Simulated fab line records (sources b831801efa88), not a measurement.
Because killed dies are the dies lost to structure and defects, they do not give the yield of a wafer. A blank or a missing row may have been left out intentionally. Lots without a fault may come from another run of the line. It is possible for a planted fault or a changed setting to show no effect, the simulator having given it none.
What tool caused it? + flow sky130 + 10 lots with 30 wafers sampled at 2 steps, on a route of 708 steps

== WHAT THE GAUGES READ, wafer by wafer ==
SKY_FIELD_ISO_THK_MEAS_25.
| lot  | measured    | on            | FIELD_ISO_CVD_24_THK (nm) |
|------|-------------|---------------|---------------------------|
| L729 | day 2 09:10 | film-metro-04 | 578 590 584               |
| L730 | day 2 11:44 | film-metro-04 | 592 600 609               |
| L731 | day 2 19:23 | film-metro-04 | 592 585 597               |
| L732 | day 3 00:50 | film-metro-01 | 588 594 600               |
| L734 | day 3 09:56 | film-metro-01 | 601 585 602               |
| L742 | day 5 04:58 | film-metro-04 | 699 597 594               |
| L743 | day 5 11:20 | film-metro-01 | 696 691 591               |
| L745 | day 5 22:00 | film-metro-02 | 596 600 601               |
| L747 | day 6 04:10 | film-metro-01 | 602 595 599               |
| L752 | day 7 06:43 | film-metro-02 | 593 599 607               |

== WHICH TOOL RAN EACH LOT (tool, then ch and the chambers of the sampled wafers, then the start) ==
| lot  | SKY_FIELD_ISO_CVD_24            |
|------|---------------------------------|
| L729 | hdpcvd-01 ch 0,2, day 2 09:05   |
| L730 | hdpcvd-02 ch 0,2, day 2 11:40   |
| L731 | hdpcvd-02 ch 0,1,2, day 2 19:18 |
| L732 | hdpcvd-02 ch 0,1,2, day 3 00:44 |
| L734 | hdpcvd-02 ch 0,1,2, day 3 09:52 |
| L742 | hdpcvd-02 ch 0,1,2, day 5 04:53 |
| L743 | hdpcvd-02 ch 0,2, day 5 11:14   |
| L745 | hdpcvd-01 ch 0,1,2, day 5 21:55 |
| L747 | hdpcvd-01 ch 0,1, day 6 04:05   |
| L752 | hdpcvd-01 ch 1,2, day 7 06:39   |
- SKY_FIELD_ISO_CVD_24: deposits SiO2, target thk 595 nm, time 99.2 s.

== THE ANSWER, worked out from the rows above alone ==
Rule: usual is defined by the lots themselves. The widest of any qualifying gaps counts: lots, ordered by their means at a reading, are off when they make up no more than a third of the lots, leave a main group of 4 or more, and stand apart from it by 3 or more times the standard deviation of that group's means. A main group whose means are all the same, to the digits that the tables above print for the reading, isn't used. A lot without any number at a reading at which 4 lots or more have one is off too. Where the step has rows for the other lots, those lots are counted as sound.
Off: L742, L743, at SKY_FIELD_ISO_THK_MEAS_25 (FIELD_ISO_CVD_24_THK). The main group has a mean of 595 nm with a standard deviation of 5.2.
A tool fits if, at a process step before that reading, it ran every lot that is off, and no sound lot after the first of them. The gauges at SKY_FIELD_ISO_THK_MEAS_25 are tried like those tools. One fits: hdpcvd-02 at SKY_FIELD_ISO_CVD_24. Its last sound lot is L734 (day 3 09:52), its first lot that is off L742 (day 5 04:53): a fault that began between those two fits.

== WHAT HAD BEEN PUT IN BY THE SIMULATOR ==
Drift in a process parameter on hdpcvd-02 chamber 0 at SKY_FIELD_ISO_CVD_24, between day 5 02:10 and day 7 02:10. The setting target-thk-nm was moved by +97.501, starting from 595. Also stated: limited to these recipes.
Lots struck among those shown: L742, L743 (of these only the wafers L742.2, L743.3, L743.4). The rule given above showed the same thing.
